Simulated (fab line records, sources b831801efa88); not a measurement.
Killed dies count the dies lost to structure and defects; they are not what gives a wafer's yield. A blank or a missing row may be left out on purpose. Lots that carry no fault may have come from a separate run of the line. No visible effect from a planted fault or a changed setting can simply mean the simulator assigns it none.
fab line records	flow sky130
[record] lots = 5	wafers = 23
route steps=708 shown POLY_CUT@312 SD_P@326 RES_XHIGH@334 SD_N@344 LI_CONTACT@362
startH: hours from the record's opening day to when the first of the lot's shown wafers began	waitH: hours since the lot's step before	" repeats the value in the row above	L1.1+2: several wafers, shown together as one row	- value missing, or start not given	* or withheld: withheld	< > ~ a bound
route shown NAME@n: a module of which the file shows steps, and the number in the route of the first	usual: the fault-free wafers' mean and standard deviation	same: alike in all rows	chamber/n: place in a boat	sites: readings site by site	_std_site: their standard deviation	_edge_site: mean of outer sites minus mean of inner sites	radiusMm: for every site, how far away it sits from the centre of the wafer	mask NAME#n: copy n	behind: the tool/chamber that last shaped the wafer	hold: why the lot went on hold/how many hours it stayed there/how the hold came to an end	device: the n, p or np transistor that did not switch	end of line: the tests these same wafers got at the end of their route	a step given without rows: its recipe and nothing more	killed: dies that structure and defects cost at the first sort, which is not the same as the wafer's yield	map: a wafer's dies, x killed, . not, _ none there
set.NAME: the setting the step ran with; set.NAME@STEP: the setting that earlier step ran with	model.NAME: the simulator's own value behind a step, which no gauge read
lots run with intentionally changed settings; tables by step, rows by wafer
[[steps]]
[step SKY_POLY_CUT_EXPOSE_05]
[recipe] maskId = NPCM	na = 0.8	sourceShape = annular	sigmaInner = 0.55	sigmaOuter = 0.85	targetCdNm = 270	doseMj = 32
lot.wafer	tool	chamber	startH	waitH	mask	set.doseMj
L076.2+3+4+5+6	krfScanner-02	0	-	-	NPCM#0	32
L079.1+5	krfScanner-02	0	-	-	NPCM#0	30.42
L079.2+3+4	"	0	"	"	NPCM#0	32
L081.1+2+6	krfScanner-02	0	-	-	NPCM#0	32
L080.1+3+6	krfScanner-01	0	-	-	NPCM#0	32
L080.4+5	"	0	"	"	NPCM#0	33.86
L085.1+6	krfScanner-01	0	-	-	NPCM#0	32
L085.2+4+5	"	0	"	"	NPCM#0	29.63
[step SKY_POLY_CUT_PEB_06]
[recipe] pebTempC = withheld	pebTimeS = withheld	resist = KrF-thick
[step SKY_POLY_CUT_DEVELOP_07]
[recipe] developTimeS = 58.81	resist = KrF-thick	devTempC = 21
lot.wafer	tool	chamber	startH	waitH	set.doseMj@POLY_CUT_EXPOSE_05	model.POLY_CUT.cdNm
L076.2	lithoTrack-04	0	-	-	32	270
L076.3	"	0	"	"	32	268.4
L076.4	"	0	"	"	32	269.8
L076.5	"	0	"	"	32	269.4
L076.6	"	0	"	"	32	271.1
L079.1	lithoTrack-03	0	-	-	30.42	260.1
L079.2	"	0	"	"	32	269.9
L079.3	"	0	"	"	32	270.3
L079.4	"	0	"	"	32	268.3
L079.5	"	0	"	"	30.42	260.6
L081.1	lithoTrack-03	0	-	-	32	271.3
L081.2	"	0	"	"	32	270.5
L081.6	"	0	"	"	32	270.1
L080.1	lithoTrack-02	0	-	-	32	268.1
L080.3	"	0	"	"	32	267.9
L080.4	"	0	"	"	33.86	278.1
L080.5	"	0	"	"	33.86	277.4
L080.6	"	0	"	"	32	267.6
L085.1	lithoTrack-03	0	-	-	32	269.2
L085.2+4	"	0	"	"	29.63	255.5
L085.5	"	0	"	"	29.63	254.8
L085.6	"	0	"	"	32	269.9
[step SKY_POLY_CUT_CD_MEAS_08]
[recipe] targetCdNm = 270
[usual] cdNm = 269.9/1.4
lot.wafer	tool	chamber	startH	waitH	set.doseMj@POLY_CUT_EXPOSE_05	cdNm
L076.2	cdSem-01	-	644.22	-	32	270.0
L076.3	"	-	"	"	32	268.5
L076.4	"	-	"	"	32	269.8
L076.5	"	-	"	"	32	269.3
L076.6	"	-	"	"	32	271.4
L079.1	cdSem-01	-	646.19	-	30.42	260.3
L079.2	"	-	"	"	32	269.9
L079.3	"	-	"	"	32	270.4
L079.4	"	-	"	"	32	268.5
L079.5	"	-	"	"	30.42	260.8
L081.1	cdSem-01	-	649.04	-	32	271.7
L081.2	"	-	"	"	32	270.5
L081.6	"	-	"	"	32	270.1
L080.1	cdSem-02	-	655.38	-	32	267.8
L080.3	"	-	"	"	32	267.8
L080.4	"	-	"	"	33.86	278.3
L080.5	"	-	"	"	33.86	277.5
L080.6	"	-	"	"	32	267.7
L085.1	cdSem-01	-	728.47	-	32	269.2
L085.2	"	-	"	"	29.63	255.7
L085.4	"	-	"	"	29.63	255.8
L085.5	"	-	"	"	29.63	255.0
L085.6	"	-	"	"	32	270.0
[step SKY_POLY_CUT_ETCH_10]
[recipe] chemistry = N2/H2	target = BARC	ionEnergyEv = 200	sourceW = 500	biasW = 100	pressureMtorr = 30	n2FlowSccm = 100	h2FlowSccm = 200	stopOn = SiO2	timeS = 45.9	targetDepthA = 600
lot.wafer	tool	chamber	startH	waitH	set.doseMj@POLY_CUT_EXPOSE_05	model.POLY_CUT.cdNm
L076.2+4	rieDiel-02	3,2	644.36	0.0	32	270.6
L076.3	"	1	"	"	32	268.4
L076.5	"	1	"	"	32	268.8
L076.6	"	3	"	"	32	271.7
L079.1	rieDiel-02	1	646.34	0.0	30.42	260.1
L079.2	"	3	"	"	32	270.2
L079.3	"	2	"	"	32	270.5
L079.4	"	0	"	"	32	268.1
L079.5	"	1	"	"	30.42	260.2
L081.1	rieDiel-01	3	649.19	0.0	32	271.1
L081.2+6	"	0	"	"	32	269.4
L080.1	rieDiel-02	2	655.53	0.0	32	268.9
L080.3	"	1	"	"	32	267.3
L080.4	"	0	"	"	33.86	278.4
L080.5	"	3	"	"	33.86	277.6
L080.6	"	2	"	"	32	268.4
L085.1	rieDiel-04	3	728.62	0.0	32	269.2
L085.2	"	1	"	"	29.63	255.7
L085.4	"	2	"	"	29.63	256.8
L085.5	"	2	"	"	29.63	256
L085.6	"	1	"	"	32	269.9
[step SKY_POLY_CUT_ETCH_11]
[recipe] target = Si3N4	chemistry = CF4/CH2F2/Ar	stopOn = poly-Si	sourceW = 600	biasW = 150	pressureMtorr = 40	cf4FlowSccm = 40	ch2f2FlowSccm = 20	Ar_flow_sccm = 150	timeS = 42.5	targetDepthA = 600
[step SKY_POLY_CUT_STRIP_12]
[recipe] chemistry = O2/N2	powerW = 1400	pressureMtorr = 1500	platenTempC = withheld	o2FlowSccm = 3000	n2FlowSccm = 300	overashFraction = 0.5
[usual] stripTimeToEndpointS = 5.346/0.018
lot.wafer	tool	chamber	startH	waitH	set.resistThkNm@POLY_CUT_COAT_03	stripTimeToEndpointS
L076.2	plasmaAsher-01	0	644.44	0.0	434.3	5.165
L076.3	"	0	"	"	434.3	5.172
L076.4	"	1	"	"	450	5.324
L076.5	"	0	"	"	450	5.322
L076.6	"	1	"	"	434.3	5.157
L079.1	plasmaAsher-03	1	646.42	0.0	450	5.348
L079.2	"	0	"	"	450	5.323
L079.3	"	0	"	"	450	5.328
L079.4	"	1	"	"	450	5.353
L079.5	"	0	"	"	450	5.343
L081.1	plasmaAsher-03	1	649.27	0.0	450	5.378
L081.2	"	0	"	"	450	5.364
L081.6	"	1	"	"	450	5.370
L080.1	plasmaAsher-01	0	655.61	0.0	458.9	5.458
L080.3	"	1	"	"	450	5.339
L080.4	"	0	"	"	450	5.345
L080.5	"	1	"	"	458.9	5.448
L080.6	"	0	"	"	450	5.362
L085.1	plasmaAsher-01	0	728.70	0.0	468.6	5.500
L085.2	"	1	"	"	450	5.336
L085.4	"	0	"	"	450	5.341
L085.5	"	0	"	"	468.6	5.509
L085.6	"	1	"	"	468.6	5.530
[step SKY_SD_P_DEVELOP_06]
[recipe] resist = NOVOLAK	developer = TMAH	developTimeS = 60	devTempC = 23
lot.wafer	tool	chamber	startH	waitH	set.devTempC
L076.2+4	lithoTrack-02	0	671.75	0.1	23
L076.3+5+6	"	0	"	"	25.68
L079.1+2	lithoTrack-02	0	673.23	0.1	21.04
L079.3+4+5	"	0	"	"	23
L081.1+2+6	lithoTrack-02	0	676.03	0.1	23
L080.1+3+4+5+6	lithoTrack-03	0	683.19	0.1	23
L085.1+5	lithoTrack-01	0	755.92	0.1	23
L085.2+4+6	"	0	"	"	20.47
[step SKY_SD_P_CD_MEAS_07]
[recipe] targetCdNm = 380
[usual] cdNm = 379.8/1.7
lot.wafer	tool	chamber	startH	waitH	set.devTempC@SD_P_DEVELOP_06	cdNm
L076.2	cdSem-01	-	671.90	0.1	23	382.3
L076.3	"	-	"	"	25.68	374.9
L076.4	"	-	"	"	23	381.5
L076.5	"	-	"	"	25.68	371.8
L076.6	"	-	"	"	25.68	372.2
L079.1	cdSem-01	-	673.38	0.1	21.04	385.5
L079.2	"	-	"	"	21.04	383.5
L079.3	"	-	"	"	23	380.0
L079.4	"	-	"	"	23	377.5
L079.5	"	-	"	"	23	380.0
L081.1	cdSem-02	-	676.18	0.1	23	382.7
L081.2	"	-	"	"	23	379.5
L081.6	"	-	"	"	23	380.1
L080.1	cdSem-01	-	683.34	0.1	23	379.6
L080.3	"	-	"	"	23	380.6
L080.4	"	-	"	"	23	380.8
L080.5	"	-	"	"	23	381.2
L080.6	"	-	"	"	23	380.0
L085.1	cdSem-01	-	756.07	0.1	23	380.5
L085.2	"	-	"	"	20.47	387.5
L085.4	"	-	"	"	20.47	387.7
L085.5	"	-	"	"	23	379.1
L085.6	"	-	"	"	20.47	387.8
[step SKY_RES_XHIGH_COAT_02]
[recipe] resist = NOVOLAK	spinRpm = 3000	resistThkNm = 1140
lot.wafer	tool	chamber	startH	waitH	set.resistThkNm	model.NOVOLAK_of_RES_XHIGH_COAT_02.thkNm
L076.2	lithoTrack-03	0	685.66	0.1	1160	1166
L076.3	"	0	"	"	1160	1167
L076.4	"	0	"	"	1140	1145
L076.5	"	0	"	"	1140	1141
L076.6	"	0	"	"	1140	1147
L079.1	lithoTrack-03	0	687.64	0.1	1179	1186
L079.2	"	0	"	"	1140	1149
L079.3	"	0	"	"	1140	1144
L079.4	"	0	"	"	1179	1185
L079.5	"	0	"	"	1140	1147
L081.1	lithoTrack-03	0	690.64	0.1	1140	1146
L081.2	"	0	"	"	1140	1150
L081.6	"	0	"	"	1140	1149
L080.1	lithoTrack-03	0	697.69	0.1	1140	1143
L080.3	"	0	"	"	1172	1175
L080.4	"	0	"	"	1140	1146
L080.5	"	0	"	"	1172	1174
L080.6	"	0	"	"	1172	1178
L085.1	lithoTrack-04	0	768.51	0.1	1140	1142
L085.2+4	"	0	"	"	1140	1141
L085.5	"	0	"	"	1167	1166
L085.6	"	0	"	"	1167	1171
[step SKY_RES_XHIGH_IMPLANT_07]
[recipe] species = BF2	energyKev = 20	doseCm2 = 3.6e+14	tiltDeg = 0
lot.wafer	tool	chamber	startH	waitH	set.energyKev	model.implant.rpNm	model.implant.drpNm
L076.2+5+6	implanter-01	0	699.51	0.1	20	17.67	9.746
L076.3+4	"	0	"	"	19.65	17.42	9.626
L079.1+2+3+4+5	implanter-03	0	700.87	0.1	20	17.4	9.746
L081.1+2+6	implanter-03	0	703.29	0.1	20	17.29	9.746
L080.1+4+5	implanter-03	0	710.55	0.1	19.16	16.73	9.457
L080.3+6	"	0	"	"	20	17.3	9.746
L085.1+2+4+5+6	implanter-04	0	782.04	0.1	20	17.49	9.746
[step SKY_RES_XHIGH_STRIP_08]
[recipe] chemistry = O2/N2	powerW = 1400	pressureMtorr = 1500	platenTempC = withheld	o2FlowSccm = 3000	n2FlowSccm = 300	overashFraction = 0.5
[usual] stripTimeToEndpointS = 14.30/0.035
lot.wafer	tool	chamber	startH	waitH	set.resistThkNm@RES_XHIGH_COAT_02	stripTimeToEndpointS
L076.2	plasmaAsher-04	1	699.64	0.1	1160	14.52
L076.3	"	0	"	"	1160	14.55
L076.4	"	1	"	"	1140	14.30
L076.5	"	0	"	"	1140	14.26
L076.6	"	1	"	"	1140	14.34
L079.1	plasmaAsher-04	1	701.02	0.1	1179	14.77
L079.2	"	0	"	"	1140	14.36
L079.3	"	1	"	"	1140	14.33
L079.4	"	0	"	"	1179	14.77
L079.5	"	0	"	"	1140	14.35
L081.1	plasmaAsher-02	1	703.44	0.1	1140	14.34
L081.2	"	0	"	"	1140	14.38
L081.6	"	1	"	"	1140	14.38
L080.1	plasmaAsher-04	1	710.70	0.1	1140	14.29
L080.3	"	0	"	"	1172	14.65
L080.4	"	1	"	"	1140	14.33
L080.5	"	1	"	"	1172	14.64
L080.6	"	0	"	"	1172	14.71
L085.1	plasmaAsher-02	0	782.19	0.1	1140	14.30
L085.2	"	1	"	"	1140	14.31
L085.4	"	0	"	"	1140	14.28
L085.5	"	0	"	"	1167	14.52
L085.6	"	1	"	"	1167	14.60
[step SKY_SD_N_COAT_02]
[recipe] resist = NOVOLAK	spinRpm = 3000	resistThkNm = 1140
lot.wafer	tool	chamber	startH	waitH	set.resistThkNm	model.NOVOLAK_of_SD_N_COAT_02.thkNm
L076.2	lithoTrack-02	0	712.85	0.1	1140	1141
L076.3+4	"	0	"	"	1140	1139
L076.5	"	0	"	"	1158	1153
L076.6	"	0	"	"	1158	1151
L079.1+2	lithoTrack-01	0	714.27	0.1	1140	1131
L079.3+5	"	0	"	"	1140	1133
L079.4	"	0	"	"	1140	1134
L081.1	lithoTrack-04	0	716.55	0.1	1140	1139
L081.2+6	"	0	"	"	1140	1140
L080.1	lithoTrack-02	0	725.28	0.1	1140	1138
L080.3	"	0	"	"	1140	1139
L080.4	"	0	"	"	1103	1103
L080.5	"	0	"	"	1140	1140
L080.6	"	0	"	"	1103	1102
L085.1+5	lithoTrack-01	0	792.72	0.1	1083	1081
L085.2	"	0	"	"	1083	1082
L085.4	"	0	"	"	1140	1136
L085.6	"	0	"	"	1140	1139
[step SKY_SD_N_STRIP_11]
[recipe] chemistry = O2/N2	powerW = 1400	pressureMtorr = 1500	platenTempC = withheld	o2FlowSccm = 3000	n2FlowSccm = 300	overashFraction = 0.5
[usual] stripTimeToEndpointS = 22.55/0.047
lot.wafer	tool	chamber	startH	waitH	set.powerW	set.resistThkNm@SD_N_COAT_02	stripTimeToEndpointS
L076.2	plasmaAsher-03	0	728.02	0.1	1400	1140	22.57
L076.3	"	0	"	"	1400	1140	22.55
L076.4	"	1	"	"	1400	1140	22.53
L076.5	"	0	"	"	1400	1158	22.66
L076.6	"	1	"	"	1400	1158	22.64
L079.1	plasmaAsher-04	1	728.80	0.1	1400	1140	22.41
L079.2	"	0	"	"	1400	1140	22.42
L079.3	"	0	"	"	1400	1140	22.42
L079.4	"	1	"	"	1400	1140	22.47
L079.5	"	0	"	"	1400	1140	22.47
L081.1	plasmaAsher-01	0	730.66	0.1	1400	1140	22.54
L081.2	"	1	"	"	1400	1140	22.58
L081.6	"	1	"	"	1400	1140	22.54
L080.1	plasmaAsher-04	1	738.76	0.1	1400	1140	22.53
L080.3	"	1	"	"	1279	1140	24.29
L080.4	"	0	"	"	1279	1103	23.81
L080.5	"	0	"	"	1279	1140	24.26
L080.6	"	1	"	"	1400	1103	22.12
L085.1	plasmaAsher-01	0	807.56	0.1	1400	1083	21.88
L085.2	"	1	"	"	1400	1083	21.88
L085.4	"	1	"	"	1400	1140	22.54
L085.5	"	1	"	"	1400	1083	21.90
L085.6	"	0	"	"	1400	1140	22.54
[step SKY_LI_CONTACT_HDPCVD_00]
[recipe] material = PSG	targetThkNm = 930	sigmaOpenFrac = 0.3	timeS = 155	tempC = 600	sih4FlowSccm = 60	pressureMtorr = 6
lot.wafer	tool	chamber	startH	waitH	set.timeS	model.PSG_of_LI_CONTACT_HDPCVD_00.thkNm
L076.2	hdpcvd-02	0	728.78	0.0	155	930.1
L076.3	"	2	"	"	155	933.2
L076.4	"	1	"	"	137.8	820.4
L076.5	"	2	"	"	155	930.8
L076.6	"	0	"	"	137.8	826.3
L079.1+2	hdpcvd-02	1,2	729.60	0.0	155	916.2
L079.3	"	0	"	"	133.1	798.8
L079.4	"	2	"	"	155	928
L079.5	"	1	"	"	133.1	789.8
L081.1	hdpcvd-01	1	731.42	0.0	155	927.1
L081.2	"	0	"	"	155	944.5
L081.6	"	1	"	"	155	933.8
L080.1	hdpcvd-01	1	739.52	0.0	155	930.5
L080.3	"	0	"	"	155	926.4
L080.4	"	2	"	"	155	914
L080.5	"	1	"	"	155	920.1
L080.6	"	0	"	"	155	935.5
L085.1	hdpcvd-01	1	808.32	0.0	155	937.2
L085.2	"	0	"	"	155	949.5
L085.4	"	0	"	"	155	945.2
L085.5	"	1	"	"	155	957.2
L085.6	"	2	"	"	155	931
[step SKY_LI_CONTACT_THK_MEAS_01]
[recipe] reads = PSG_of_LI_CONTACT_HDPCVD_00
[usual] LI_CONTACT_HDPCVD_THK = 929/9.7
lot.wafer	tool	chamber	startH	waitH	set.timeS@LI_CONTACT_HDPCVD_00	LI_CONTACT_HDPCVD_THK[nm]
L076.2	filmMetro-01	-	728.89	0.1	155	929
L076.3	"	-	"	"	155	934
L076.4	"	-	"	"	137.8	821
L076.5	"	-	"	"	155	931
L076.6	"	-	"	"	137.8	827
L079.1	filmMetro-01	-	729.71	0.1	155	916
L079.2	"	-	"	"	155	916
L079.3	"	-	"	"	133.1	798
L079.4	"	-	"	"	155	928
L079.5	"	-	"	"	133.1	790
L081.1	filmMetro-01	-	731.52	0.1	155	928
L081.2	"	-	"	"	155	945
L081.6	"	-	"	"	155	934
L080.1	filmMetro-03	-	739.62	0.1	155	931
L080.3	"	-	"	"	155	926
L080.4	"	-	"	"	155	914
L080.5	"	-	"	"	155	919
L080.6	"	-	"	"	155	936
L085.1	filmMetro-04	-	808.42	0.1	155	937
L085.2	"	-	"	"	155	949
L085.4	"	-	"	"	155	946
L085.5	"	-	"	"	155	957
L085.6	"	-	"	"	155	931
[step SKY_LI_CONTACT_CMP_02]
[recipe] material = PSG	downForcePsi = 4	platenRpm = 60	padVelocityMS = 0.94248
[usual] timeToEndpointS = 32.5/2.3
lot.wafer	tool	chamber	startH	waitH	set.timeS@LI_CONTACT_HDPCVD_00	timeToEndpointS
L076.4	cmp-01	1	728.94	0.0	137.8	23.8
L076.3	"	2	"	"	155	33.8
L076.2	"	3	"	"	155	34.7
L076.5	"	1	"	"	155	33.9
L076.6	"	2	"	"	137.8	24.6
L079.2	cmp-01	0	729.77	0.0	155	29.7
L079.4	"	1	"	"	155	34.8
L079.1	"	2	"	"	155	32.7
L079.3	"	3	"	"	133.1	23.3
L079.5	"	0	"	"	133.1	19.2
L081.2	cmp-02	2	731.58	0.0	155	32.5
L081.1	"	1	"	"	155	29.7
L081.6	"	2	"	"	155	28.6
L080.1	cmp-01	1	739.68	0.1	155	35.4
L080.3	"	2	"	"	155	31.0
L080.4	"	0	"	"	155	30.2
L080.6	"	1	"	"	155	35.1
L080.5	"	2	"	"	155	31.5
L085.1	cmp-02	0	808.48	0.1	155	30.7
L085.4	"	1	"	"	155	31.4
L085.2	"	2	"	"	155	32.2
L085.5	"	0	"	"	155	32.5
L085.6	"	1	"	"	155	26.4
[step SKY_LI_CONTACT_EXPOSE_09]
[recipe] maskId = LICM1	na = 0.8	sourceShape = annular	sigmaInner = 0.55	sigmaOuter = 0.85	targetCdNm = 170	doseMj = 38
lot.wafer	tool	chamber	startH	waitH	mask	set.doseMj
L076.2+6	krfScanner-01	0	-	-	LICM1#0	40.8
L076.3+4+5	"	0	"	"	LICM1#0	38
L079.1+3+4	krfScanner-02	0	-	-	LICM1#0	36.45
L079.2+5	"	0	"	"	LICM1#0	38
L081.1+2+6	krfScanner-01	0	-	-	LICM1#0	38
L080.1+3	krfScanner-01	0	-	-	LICM1#0	35.55
L080.4+5+6	"	0	"	"	LICM1#0	38
L085.1+4+6	krfScanner-02	0	-	-	LICM1#0	38
L085.2+5	"	0	"	"	LICM1#0	36.85
[step SKY_LI_CONTACT_PEB_10]
[recipe] pebTempC = withheld	pebTimeS = withheld	resist = KrF-thick
[step SKY_LI_CONTACT_DEVELOP_11]
[recipe] developTimeS = 60	resist = KrF-thick	devTempC = 21
[step SKY_LI_CONTACT_CD_MEAS_12]
[recipe] targetCdNm = 170
[usual] cdNm = 169.5/1.8
lot.wafer	tool	chamber	startH	waitH	set.doseMj@LI_CONTACT_EXPOSE_09	cdNm
L076.2	cdSem-02	-	756.98	-	40.8	183.3
L076.3	"	-	"	"	38	171.1
L076.4	"	-	"	"	38	171.4
L076.5	"	-	"	"	38	170.9
L076.6	"	-	"	"	40.8	184.0
L079.1	cdSem-02	-	757.71	-	36.45	163.2
L079.2	"	-	"	"	38	170.8
L079.3	"	-	"	"	36.45	162.6
L079.4	"	-	"	"	36.45	164.5
L079.5	"	-	"	"	38	172.1
L081.1	cdSem-01	-	759.96	-	38	171.7
L081.2	"	-	"	"	38	170.5
L081.6	"	-	"	"	38	171.5
L080.1	cdSem-02	-	767.14	-	35.55	156.7
L080.3	"	-	"	"	35.55	159.1
L080.4	"	-	"	"	38	169.9
L080.5	"	-	"	"	38	170.3
L080.6	"	-	"	"	38	170.0
L085.1	cdSem-02	-	834.84	-	38	168.6
L085.2	"	-	"	"	36.85	164.2
L085.4	"	-	"	"	38	170.1
L085.5	"	-	"	"	36.85	164.0
L085.6	"	-	"	"	38	170.1
[step SKY_LI_CONTACT_ETCH_14]
[recipe] chemistry = N2/H2	target = BARC	ionEnergyEv = 200	sourceW = 500	biasW = 100	pressureMtorr = 30	n2FlowSccm = 100	h2FlowSccm = 200	stopOn = SiO2	timeS = 45.9	targetDepthA = 600
lot.wafer	tool	chamber	startH	waitH	set.doseMj@LI_CONTACT_EXPOSE_09	model.LI_CONTACT.cdNm
L076.2	rieDiel-04	3	757.11	0.0	40.8	184.1
L076.3	"	0	"	"	38	172.5
L076.4	"	1	"	"	38	170.6
L076.5	"	2	"	"	38	170.4
L076.6	"	3	"	"	40.8	184.2
L079.1	rieDiel-04	0	757.86	0.0	36.45	164.1
L079.2	"	2	"	"	38	170.9
L079.3	"	1	"	"	36.45	162.3
L079.4	"	1	"	"	36.45	163.4
L079.5	"	0	"	"	38	172.3
L081.1	rieDiel-03	3	760.11	0.0	38	172.2
L081.2	"	0	"	"	38	170.2
L081.6	"	3	"	"	38	172.4
L080.1	rieDiel-04	0	767.29	0.0	35.55	157.3
L080.3	"	3	"	"	35.55	159.6
L080.4	"	2	"	"	38	170
L080.5	"	0	"	"	38	171.1
L080.6	"	1	"	"	38	169.2
L085.1	rieDiel-04	1	834.99	0.0	38	167.6
L085.2	"	2	"	"	36.85	163.6
L085.4	"	3	"	"	38	170.4
L085.5	"	0	"	"	36.85	164.6
L085.6	"	1	"	"	38	169.6
[[key]]
[split] step = SKY_POLY_CUT_EXPOSE_05	setting = doseMj	stated = 32	by = wafer
[response] step = SKY_POLY_CUT_DEVELOP_07	reading = model.POLY_CUT.cdNm	change = +1.85	per = 1%	r = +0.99
[response] step = SKY_POLY_CUT_CD_MEAS_08	reading = cdNm	change = +1.84	per = 1%	r = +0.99
[response] step = SKY_POLY_CUT_ETCH_10	reading = model.POLY_CUT.cdNm	change = +1.8	per = 1%	r = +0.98
[split] step = SKY_SD_P_DEVELOP_06	setting = devTempC	stated = 23	by = wafer
[response] step = SKY_SD_P_CD_MEAS_07	reading = cdNm	change = -0.716	per = 1%	r = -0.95
[split] step = SKY_RES_XHIGH_COAT_02	setting = resistThkNm	stated = 1140	by = wafer
[response] step = SKY_RES_XHIGH_COAT_02	reading = model.NOVOLAK_of_RES_XHIGH_COAT_02.thkNm	change = +11.5	per = 1%	r = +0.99
[response] step = SKY_RES_XHIGH_STRIP_08	reading = stripTimeToEndpointS	change = *	per = 1%	r = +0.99
[split] step = SKY_RES_XHIGH_IMPLANT_07	setting = energyKev	stated = 20	by = wafer
[response] step = SKY_RES_XHIGH_IMPLANT_07	reading = model.implant.rpNm	change = +0.136	per = 1%	r = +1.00
[response] step = SKY_RES_XHIGH_IMPLANT_07	reading = model.implant.drpNm	change = +0.0689	per = 1%	r = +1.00
[split] step = SKY_SD_N_COAT_02	setting = resistThkNm	stated = 1140	by = wafer
[response] step = SKY_SD_N_COAT_02	reading = model.NOVOLAK_of_SD_N_COAT_02.thkNm	change = +11.1	per = 1%	r = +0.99
[response] step = SKY_SD_N_STRIP_11	reading = stripTimeToEndpointS	slope = *	per = 1%	togetherWith = powerW@SD_N_STRIP_11	explained = 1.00
[split] step = SKY_SD_N_STRIP_11	setting = powerW	stated = 1400	by = wafer
[response] step = SKY_SD_N_STRIP_11	reading = stripTimeToEndpointS	slope = *	per = 1%	togetherWith = resistThkNm@SD_N_COAT_02	explained = 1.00
[split] step = SKY_LI_CONTACT_HDPCVD_00	setting = timeS	stated = 155	by = wafer
[response] step = SKY_LI_CONTACT_HDPCVD_00	reading = model.PSG_of_LI_CONTACT_HDPCVD_00.thkNm	change = +9.22	per = 1%	r = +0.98
[response] step = SKY_LI_CONTACT_THK_MEAS_01	reading = LI_CONTACT_HDPCVD_THK	change = +9.24	per = 1%	r = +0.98
[response] step = SKY_LI_CONTACT_CMP_02	reading = timeToEndpointS	change = *	per = 1%	r = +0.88
[split] step = SKY_LI_CONTACT_EXPOSE_09	setting = doseMj	stated = 38	by = wafer
[response] step = SKY_LI_CONTACT_CD_MEAS_12	reading = cdNm	change = +1.81	per = 1%	r = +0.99
[response] step = SKY_LI_CONTACT_ETCH_14	reading = model.LI_CONTACT.cdNm	change = +1.81	per = 1%	r = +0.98
split outsideThisFile step=SKY_POLY_CUT_COAT_03 setting=resistThkNm
// split outsideThisFile: this setting was split too, and the file shows its column; the key of that split is in another file
